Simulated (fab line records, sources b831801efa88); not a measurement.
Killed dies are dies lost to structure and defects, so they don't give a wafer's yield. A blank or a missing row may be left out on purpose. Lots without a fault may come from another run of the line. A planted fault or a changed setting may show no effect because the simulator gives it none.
fab line records | flow gf180mcu | part 2 of 2: steps 26 to 34 of 34
record lots=5 wafers=15 last_day=31
route steps=602 shown HV_LDD@214 NSD@235
lots that met no fault: from a run of the same line without faults
start_h: hours from the record's first day to the start of the lot's first wafer shown | wait_h: hours since the lot's step before | " the same as in the row above | L1.1+2: a row that stands for several wafers | - no value, or no start given | * or withheld: withheld | < > ~ a bound
route shown NAME@n: a module of which the file shows steps, and the number in the route of the first | usual: mean/standard deviation of fault-free wafers | same: alike in all rows | chamber/n: place in a boat | sites: the reading at each site | _std_site: their standard deviation | _edge_site: outer sites' mean less inner sites' | radius_mm: how far each site lies from the wafer's centre | mask NAME#n: copy n | behind: the tool/chamber that last shaped the wafer | hold: why the lot was held/for how many hours/how that ended | device: the transistor (n, p or np) that didn't switch | end of line: the same wafers' tests at the end of the route | a step without rows: its recipe alone | killed: dies lost to structure and defects at the first sort, not the wafer's yield | map: a wafer's dies, x killed, . not, _ none there
set.NAME: the setting as run; set.NAME@STEP: as run at that earlier step | model.NAME: the simulator's own value behind a step, which no gauge read
lots at some steps of the route; a table a step, a row a wafer
services: from which hour (start_h, from the record's first day; less than 0 if before it) a tool's chamber was out of use, for how many hours, and why
## steps
# step GF_NSD_EXPOSE_04
# recipe mask_id=Nplus target_cd_nm=400 na=0.6 source_shape=conventional sigma_outer=0.6 dose_mj=140
# usual focus_offset_nm=0.0/0.58
# columns lot.wafer tool chamber start_h wait_h mask focus_offset_nm
L074.1 iline_stepper-02 0 - - Nplus#0 -0.4
L074.4 " 0 " " Nplus#0 -1.1
L074.5 " 0 " " Nplus#0 -0.2
L076.1 iline_stepper-01 0 - - Nplus#0 -0.7
L076.4 " 0 " " Nplus#0 -0.3
L076.5 " 0 " " Nplus#0 -0.7
L077.2 iline_stepper-02 0 - - Nplus#0 -0.4
L077.4 " 0 " " Nplus#0 0.6
L077.5 " 0 " " Nplus#0 -0.1
L083.1 iline_stepper-02 0 - - Nplus#0 0.9
L083.2 " 0 " " Nplus#0 0.6
L083.3 " 0 " " Nplus#0 -0.6
L085.1 iline_stepper-01 0 - - Nplus#0 -0.8
L085.2 " 0 " " Nplus#0 -0.3
L085.5 " 0 " " Nplus#0 0.4
# step GF_NSD_PEB_05
# recipe temp_c=withheld time_s=* resist=NOVOLAK
# usual resist_line_temp_C=*
# columns lot.wafer tool chamber start_h wait_h resist_line_temp_C
L074.1 litho_track-02 0 - - *
L074.4 " 0 " " *
L074.5 " 0 " " *
L076.1 litho_track-01 0 - - *
L076.4 " 0 " " *
L076.5 " 0 " " *
L077.2 litho_track-01 0 - - *
L077.4 " 0 " " *
L077.5 " 0 " " *
L083.1 litho_track-02 0 - - *
L083.2 " 0 " " *
L083.3 " 0 " " *
L085.1 litho_track-03 0 - - *
L085.2 " 0 " " *
L085.5 " 0 " " *
# step GF_NSD_DEVELOP_06
# recipe develop_time_s=60 dev_temp_c=23
# usual resist_line_temp_C=22.97/0.11
# columns lot.wafer tool chamber start_h wait_h resist_line_temp_C
L074.1 litho_track-02 0 301.83 0.1 23.04
L074.4 " 0 " " 22.84
L074.5 " 0 " " 22.97
L076.1 litho_track-01 0 311.19 0.1 23.09
L076.4 " 0 " " 22.88
L076.5 " 0 " " 23.02
L077.2 litho_track-01 0 317.66 0.1 22.92
L077.4 " 0 " " 23.01
L077.5 " 0 " " 22.98
L083.1 litho_track-02 0 362.83 0.1 22.92
L083.2 " 0 " " 22.91
L083.3 " 0 " " 22.84
L085.1 litho_track-03 0 385.37 0.1 22.88
L085.2 " 0 " " 22.74
L085.5 " 0 " " 22.92
# step GF_NSD_CD_MEAS_07
# recipe target_cd_nm=400
# usual cd_nm=399.7/2.3
# columns lot.wafer tool chamber start_h wait_h cd_nm
L074.1 cd_sem-02 - 301.98 0.1 403.6
L074.4 " - " " 403.7
L074.5 " - " " 401.8
L076.1 cd_sem-01 - 311.34 0.1 397.6
L076.4 " - " " 397.6
L076.5 " - " " 399.5
L077.2 cd_sem-02 - 317.81 0.1 397.9
L077.4 " - " " 395.7
L077.5 " - " " 397.0
L083.1 cd_sem-02 - 362.98 0.1 401.7
L083.2 " - " " 400.3
L083.3 " - " " 401.9
L085.1 cd_sem-02 - 385.52 0.1 398.5
L085.2 " - " " 398.0
L085.5 " - " " 399.2
# step GF_NSD_OVL_MEAS_08
# usual NSD_OVL=0.9/1.3
# columns lot.wafer tool chamber start_h wait_h NSD_OVL[nm]
L074.1 overlay-02 - 302.10 0.1 -0.5
L074.4 " - " " -1.6
L074.5 " - " " 0.0
L076.1 overlay-01 - 311.47 0.1 3.0
L076.4 " - " " 0.8
L076.5 " - " " 2.3
L077.2 overlay-01 - 317.91 0.1 0.4
L077.4 " - " " 1.2
L077.5 " - " " 3.3
L083.1 overlay-02 - 363.10 0.1 1.9
L083.2 " - " " 2.2
L083.3 " - " " 1.9
L085.1 overlay-02 - 385.64 0.1 1.7
L085.2 " - " " 1.0
L085.5 " - " " 0.9
# step GF_NSD_IMPLANT_09
# recipe species=As energy_kev=60 dose_cm2=4e+15 tilt_deg=7
# usual beam_energy_keV=60.002/0.018
# same implant_ion_amu=75
# columns lot.wafer tool chamber start_h wait_h beam_energy_keV
L074.1 implanter-04 0 302.14 0.0 59.999
L074.4 " 0 " " 59.971
L074.5 " 0 " " 59.986
L076.1 implanter-04 0 311.50 0.0 60.001
L076.4 " 0 " " 59.976
L076.5 " 0 " " 60.019
L077.2 implanter-02 0 317.97 0.0 59.999
L077.4 " 0 " " 60.013
L077.5 " 0 " " 60.010
L083.1 implanter-04 0 363.14 0.0 60.014
L083.2 " 0 " " 60.023
L083.3 " 0 " " 60.034
L085.1 implanter-02 0 385.68 0.0 60.011
L085.2 " 0 " " 60.012
L085.5 " 0 " " 60.014
# step GF_NSD_IMPLANT_10
# recipe species=P energy_kev=40 dose_cm2=5e+14 tilt_deg=7
# usual beam_energy_keV=40.001/0.012
# same implant_ion_amu=31
# columns lot.wafer tool chamber start_h wait_h beam_energy_keV
L074.1 implanter-04 0 302.29 0.1 40.006
L074.4 " 0 " " 39.999
L074.5 " 0 " " 40.015
L076.1 implanter-04 0 311.65 0.1 40.011
L076.4 " 0 " " 40.010
L076.5 " 0 " " 40.011
L077.2 implanter-02 0 318.12 0.1 39.994
L077.4 " 0 " " 40.012
L077.5 " 0 " " 40.024
L083.1 implanter-04 0 363.29 0.1 40.016
L083.2 " 0 " " 40.012
L083.3 " 0 " " 40.026
L085.1 implanter-02 0 385.83 0.1 39.991
L085.2 " 0 " " 40.012
L085.5 " 0 " " 40.001
# step GF_NSD_STRIP_11
# recipe chemistry=O2/N2 power_w=1400 pressure_mtorr=1500 platen_temp_c=250 o2_flow_sccm=3000 n2_flow_sccm=300 overash_fraction=0.5
# usual chamber_pressure_mTorr=1500.1/2.7 drypump_motor_current_A=5.6/0.55 heater_power_w=329/36 oes_product_au=0.487/0.0045 strip_time_to_endpoint_s=22.96/0.036
# columns lot.wafer tool chamber start_h wait_h chamber_pressure_mTorr drypump_motor_current_A heater_power_w oes_product_au rf_hours_counter_h strip_time_to_endpoint_s
L074.1 plasma_asher-02 0 302.44 0.1 1500.7 6.0 378 0.490 67 22.88
L074.4 " 1 " " 1499.0 4.7 359 0.484 - 22.94
L074.5 " 0 " " 1497.9 6.0 374 0.486 - 22.94
L076.1 plasma_asher-04 1 311.80 0.1 1500.1 4.8 327 0.479 55 22.96
L076.4 " 0 " " 1499.8 5.8 275 0.493 - 22.99
L076.5 " 0 " " 1497.8 5.8 276 0.478 - 22.95
L077.2 plasma_asher-02 1 318.24 0.1 1528.5 4.7 370 0.486 69 23.01
L077.4 " 1 " " 1501.2 4.7 364 0.490 - 22.96
L077.5 " 1 " " 1498.8 4.7 373 0.492 - 22.98
L083.1 plasma_asher-02 0 363.44 0.1 1500.0 6.0 384 0.487 75 22.94
L083.2 " 1 " " 1499.0 4.7 366 0.481 75 22.97
L083.3 " 0 " " 1498.8 6.0 375 0.486 - 22.91
L085.1 plasma_asher-04 1 385.98 0.1 1500.5 4.9 322 0.483 61 22.95
L085.2 " 0 " " 1499.6 5.8 268 0.489 61 23.01
L085.5 " 0 " " 1499.2 5.8 274 0.484 - 22.94
# step GF_NSD_TW_MEAS_12
# usual NSD_TW=4244/33
# columns lot.wafer tool chamber start_h wait_h NSD_TW
L074.1 film_metro-02 - 302.54 0.1 4206
L074.4 " - " " 4199
L074.5 " - " " 4203
L076.1 film_metro-01 - 311.90 0.1 4232
L076.4 " - " " 4234
L076.5 " - " " 4230
L077.2 film_metro-02 - 318.35 0.1 4250
L077.4 " - " " 4223
L077.5 " - " " 4221
L083.1 film_metro-04 - 363.54 0.1 4299
L083.2 " - " " 4265
L083.3 " - " " 4286
L085.1 film_metro-01 - 386.08 0.1 4217
L085.2 " - " " 4232
L085.5 " - " " 4230
## services
# columns tool chamber start_h hours kind
rie_diel-02 1 256.77 6.2 repair
implanter-03 - 264.91 3.6 repair
litho_track-03 - 266.51 - consumable_replace:filter
plasma_asher-01 - 272.40 5.1 repair
rie_diel-01 - 273.09 14.6 pm
wet_bench-02 - 282.65 4.2 repair
implanter-04 - 295.44 3.8 pm
rie_diel-02 1 297.18 3.3 repair
rie_diel-01 1 299.37 1.2 repair
rie_diel-01 - 300.98 1.2 repair
litho_track-04 - 309.20 - consumable_replace:filter
lpcvd-02 - 331.08 2.0 repair
rie_diel-02 3 336.07 1.4 repair
plasma_asher-01 - 343.06 2.8 pm
plasma_asher-01 - 353.56 8.5 repair
plasma_asher-04 - 354.21 15.6 pm
rie_diel-02 - 355.09 2.6 repair
implanter-03 - 360.11 6.7 repair
rie_diel-02 3 360.37 9.0 repair
iline_stepper-02 - 361.95 1.7 pm
implanter-03 - 362.84 4.0 repair
implanter-01 - 363.25 0.7 repair
rie_diel-04 0 368.74 1.7 repair
rie_diel-02 0 382.85 1.5 repair
